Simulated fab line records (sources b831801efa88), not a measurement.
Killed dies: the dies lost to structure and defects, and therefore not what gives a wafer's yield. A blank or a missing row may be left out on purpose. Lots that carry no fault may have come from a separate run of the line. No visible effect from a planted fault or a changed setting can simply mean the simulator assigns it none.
A struck lot beside a sound one | flow sky130 | 15 steps out of a route of 708
Sound: wafers L362.1, L362.2, L362.5. Struck: wafers L367.2, L367.5 (left out: L367.4, a lot-mate that was not struck); the cause follows at the end.
Order at every step that has rows: each side's tool, ch and its chambers, its first start. Under that, the readings that differ: sound wafers | struck wafers | difference of the means | sigmas: that difference in standard deviations of wafers without a fault.
alike: same words and numbers on both sides, and readings whose means sit less than 2 such deviations apart. not compared: any withheld reading, any reading some wafer has no value for, any bound like >300 that may hide the same value, and any number with overlapping values for which the record gives no deviation.
The two part at a step that has a row with sigmas, a row that says differs or no value, or rows on one side only. When numbers do not overlap yet have no deviation, they are printed without sigmas and do not part them. Lack of a reading on every wafer of one side parts them only where that side has two or more wafers.

first, 1 step without rows for these wafers: SKY_FIELD_ISO_OXIDATION_22 (stabilise 600 s, purge 300 s, target thk 10 nm).
SKY_FIELD_ISO_THK_MEAS_23:
  sound on film_metro-01, day 3 02:11; struck on film_metro-01, day 4 00:18
  alike: FIELD_ISO_OXIDATION_01_THK
then, 1 step without rows for these wafers: SKY_FIELD_ISO_CVD_24 (deposits SiO2, target thk 595 nm, time 99.2 s).
SKY_FIELD_ISO_THK_MEAS_25:
  sound on film_metro-03, day 3 02:19; struck on film_metro-04, day 4 00:26
  alike: FIELD_ISO_CVD_24_THK
then, 1 step without rows for these wafers: SKY_FIELD_ISO_ANNEAL_26 (time 1800 s).
SKY_FIELD_ISO_CMP_27: polishes, stops on Si3N4, t overpolish 16 s, target thk 457.8 nm.
  sound on cmp-02 ch 0,3, day 3 04:33; struck on cmp-01 ch 1,3, day 4 02:05
  alike: motor_current_A, overpolish_run_s, time_to_endpoint_s
then, 5 steps without rows for these wafers: SKY_FIELD_ISO_WET_ETCH_28 (etches SiO2 in dHF, target depth 23.7 nm, time 47 s); SKY_FIELD_ISO_WET_ETCH_29 (etches Si3N4 in H3PO4, target depth 160 nm, time 1825 s); SKY_FIELD_ISO_WET_ETCH_30 (etches SiO2 in dHF, target depth 25 nm, time 50 s); SKY_NWELL_CLEAN_00 (cleans in SC1/SC2, time 150 s); SKY_NWELL_OXIDATION_01 (stabilise 600 s, purge 300 s, target thk 10 nm).
SKY_NWELL_THK_MEAS_02:
  sound on film_metro-01, day 3 06:51; struck on film_metro-03, day 4 04:17
  alike: NWELL_OXIDATION_THK
SKY_DNWELL_DEHYDRATE_00: time 60 s.
  sound on litho_track-01 ch 0, day 3 14:53; struck on litho_track-01 ch 0, day 4 11:27
  reading                  | sound                | struck        | difference | sigmas
  heater_power_total_W (W) | 160.19 160.38 160.47 | 173.36 173.28 | +12.97     | +99 or more
  run_length_s (s)         | 89.65 89.51 89.37    | 76.64 76.79   | -12.80     | -80
  alike: chill_plate_temp_C
then, 1 step without rows for these wafers: SKY_DNWELL_HMDS_01 (prime time 60 s).
SKY_PAD_OPEN_PROBE_99:
  the record holds rows for the sound wafers here (prober-01, day 47 02:58) but none for the struck ones

WHERE THEY PART
Earliest at SKY_DNWELL_DEHYDRATE_00; latest, in this record, at SKY_PAD_OPEN_PROBE_99.

WHY: the cause the simulator had injected
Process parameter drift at SKY_DNWELL_DEHYDRATE_00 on litho_track-01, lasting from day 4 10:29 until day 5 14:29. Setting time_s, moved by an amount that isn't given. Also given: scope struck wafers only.
